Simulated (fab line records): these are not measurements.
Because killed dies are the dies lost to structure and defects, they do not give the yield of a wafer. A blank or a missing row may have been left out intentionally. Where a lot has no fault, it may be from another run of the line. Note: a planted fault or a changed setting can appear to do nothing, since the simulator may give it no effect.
Comparing a struck lot with a sound one | flow sky130 | 15 steps out of a route of 708
Sound: wafers L262.2, L262.5, L262.6. Struck: wafer L273.4. (L273.1, L273.5 of the same lot were not struck and are left out.) The cause comes at the end.
Each step with rows lists, per side, the tool, then ch with its chambers, then its first start. Under that, the readings that differ: sound wafers | struck wafers | difference of the means | sigmas: that difference in standard deviations of wafers without a fault.
alike: words and numbers the same on both sides, and readings whose means are apart by under 2 such deviations; not compared: readings that were withheld, readings missing a value for some wafer, numbers with overlapping values and no deviation given by the record, and bounds like >300 which may hide the same value.
The two part at a step that has a row with sigmas, a row that says differs or no value, or rows on one side only. When numbers do not overlap yet have no deviation, they are printed without sigmas and do not part them. Lack of a reading on every wafer of one side parts them only where that side has two or more wafers.

first, 8 steps without rows for these wafers: SKY_CONTACT_DEHYDRATE_06 (time 60 s); SKY_CONTACT_HMDS_07 (prime time 60 s); SKY_CONTACT_COAT_08 (resist thk 60 nm); SKY_CONTACT_COAT_09 (resist thk 450 nm); SKY_CONTACT_SOFTBAKE_10 (time 90 s); SKY_CONTACT_EXPOSE_11 (exposes mask CTM1, target cd 170 nm); SKY_CONTACT_PEB_12; SKY_CONTACT_DEVELOP_13 (develop time 60 s).
SKY_CONTACT_CD_MEAS_14: the cd target is 170 nm.
  sound on cd_sem-01, day 33 23:04; struck on cd_sem-02, day 36 19:29
  alike: cd_nm
SKY_CONTACT_OVL_MEAS_15:
  sound on overlay-02, day 33 23:10; struck on overlay-01, day 36 19:36
  alike: CONTACT_OVL
SKY_CONTACT_ETCH_16: etches BARC in N2/H2, stops on SiO2, time 45.9 s, target depth 60 nm.
  sound on rie_diel-01 ch 1,3, day 33 23:11; struck on rie_diel-01 ch 0, day 36 19:38
  alike: bias_w, drypump_motor_current_A, oes_product_au, throttle_valve_pct
  not compared: rf_hours_counter_h
SKY_CONTACT_ETCH_17: etches SiO2 in C4F8/O2/Ar, stops on Si3N4, target depth 340 nm.
  sound on rie_diel-01 ch 1,3, day 33 23:16; struck on rie_diel-01 ch 0, day 36 19:41
  alike: bias_w, oes_product_au
SKY_CONTACT_ETCH_18: etches Si3N4 in CHF3/O2, stops on TiN, time 39 s, target depth 75 nm.
  sound on rie_diel-01 ch 1,3, day 33 23:00; struck on rie_diel-01 ch 0, day 36 19:00
  reading                                                | sound             | struck | difference | sigmas
  bias_w (W)                                             | 200.1 199.3 200.8 | 292.1  | +92.0      | +99 or more
  model.KrF-thick_of_CONTACT_COAT_09.thk_nm (nm)         | 239.7 248.2 240.3 | 235.6  | -7.1       |
  model.TiN_of_LOCAL_INTERCONNECT_SPUTTER_00.thk_nm (nm) | 95.69 95.42 96.03 | 94.09  | -1.62      |
  alike: drypump_motor_current_A, oes_product_au, throttle_valve_pct
  not compared: rf_hours_counter_h
SKY_CONTACT_STRIP_19: strips in O2/N2.
  sound on plasma_asher-01 ch 0,1, day 33 23:23; struck on plasma_asher-01 ch 0, day 36 19:46
  alike: drypump_motor_current_A, oes_product_au, strip_time_to_endpoint_s
  not compared: rf_hours_counter_h
SKY_PAD_OPEN_PROBE_99:
  the record has rows for the sound wafers here (prober-02, day 47 15:40) and none for the struck ones

## WHERE THEY PART
Earliest at SKY_CONTACT_ETCH_18; latest, in this record, at SKY_PAD_OPEN_PROBE_99.

WHY: the cause the simulator had injected
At SKY_CONTACT_ETCH_18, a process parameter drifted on rie_diel-01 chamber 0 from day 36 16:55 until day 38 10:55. From 200, the setting bias_w moved by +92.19. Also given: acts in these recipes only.
